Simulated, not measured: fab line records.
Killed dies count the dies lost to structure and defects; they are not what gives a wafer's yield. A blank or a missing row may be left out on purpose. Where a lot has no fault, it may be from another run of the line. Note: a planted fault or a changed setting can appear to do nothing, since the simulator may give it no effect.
A single fault, viewed from 2 desks	flow gf180mcu	what lay behind the numbers comes last; until then each desk has only its own

## AT THE TOOL OWNER'S DESK: pecvd-02
The tool's own readings at GF_V5_CVD_02 (deposits SiO2 from TEOS, target thk 1450 nm, time 163.28 s): means of the sampled wafers that have a number, for each lot that ran on this tool. Any lot whose mean is over 4 standard deviations away from the usual mean is out of limits and marked OUT; that distance is given in the brackets.
Columns: A = heater-power-w at GF_V5_CVD_02, usual 652 W; B = rf-fwd-power-W at GF_V5_CVD_02, usual 597.5 W
lot	first seen here	A	B
L915	day 26 10:59	610	598.1
L916	day 26 20:05	655	596.8
L924	day 29 09:26	630	502.2 (-48) OUT
L926	day 29 23:24	680	500.2 (-49) OUT
L938	day 33 03:39	646	599.7
This desk finds L924, L926 out of limits, L924 being first, at day 29 09:26 (rf-fwd-power-W at GF_V5_CVD_02). In limits: L915, L916, L938.

## AT THE METROLOGY DESK
Means of the sampled wafers that have a number, per lot and without regard to the tool the lot ran on: this is what the gauges read. Any lot whose mean is over 4 standard deviations away from the usual mean is out of limits and marked OUT; that distance is given in the brackets.
Columns: A = V5_CVD_02_THK at GF_V5_THK_MEAS_03, usual 1448 nm; B = cd-nm at GF_V5_CD_MEAS_14, usual 259.4 nm
lot	first seen here	A	B
L915	day 26 11:05	1461	257.7
L916	day 26 20:11	1439	260.6
L924	day 29 09:32	1355 (-5.2) OUT	262.1
L925	day 29 19:50	1459	258.9
L926	day 29 23:31	1386	258.2
L927	day 30 03:07	1455	257.7
L928	day 30 07:29	1459	259.8
L929	day 30 18:04	1434	259.4
L931	day 31 12:57	1456	258.5
L933	day 32 10:34	1468	260.0
L935	day 32 11:08	1438	261.2
L936	day 32 13:52	1462	260.4
L938	day 33 03:46	1426	260.1
Finding of this desk: L924 out of limits, first seen on L924 at day 29 09:32 (V5_CVD_02_THK at GF_V5_THK_MEAS_03). In limits: L915, L916, L925, L926, L927, L928, L929, L931, L933, L935, L936, L938.

## TAKEN TOGETHER
The tool owner's desk had the chance to raise an alarm at day 29 09:26 on L924, L926.
Metrology desk: alarm possible at day 29 09:32 on L924.
The metrology desk has L926 on record, within its limits.
Of the lots named, all ran GF_V5_CVD_02 on pecvd-02.

## WHAT THE SIMULATOR HAD INSERTED
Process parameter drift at GF_V5_CVD_02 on pecvd-02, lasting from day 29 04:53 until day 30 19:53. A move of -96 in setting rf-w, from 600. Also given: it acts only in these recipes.
Shown lots that were struck: L924, L926.
Delay (hours) between the fault's onset and each desk's first out-of-limits reading: 5 at the tool owner's desk, 5 at the metrology desk.
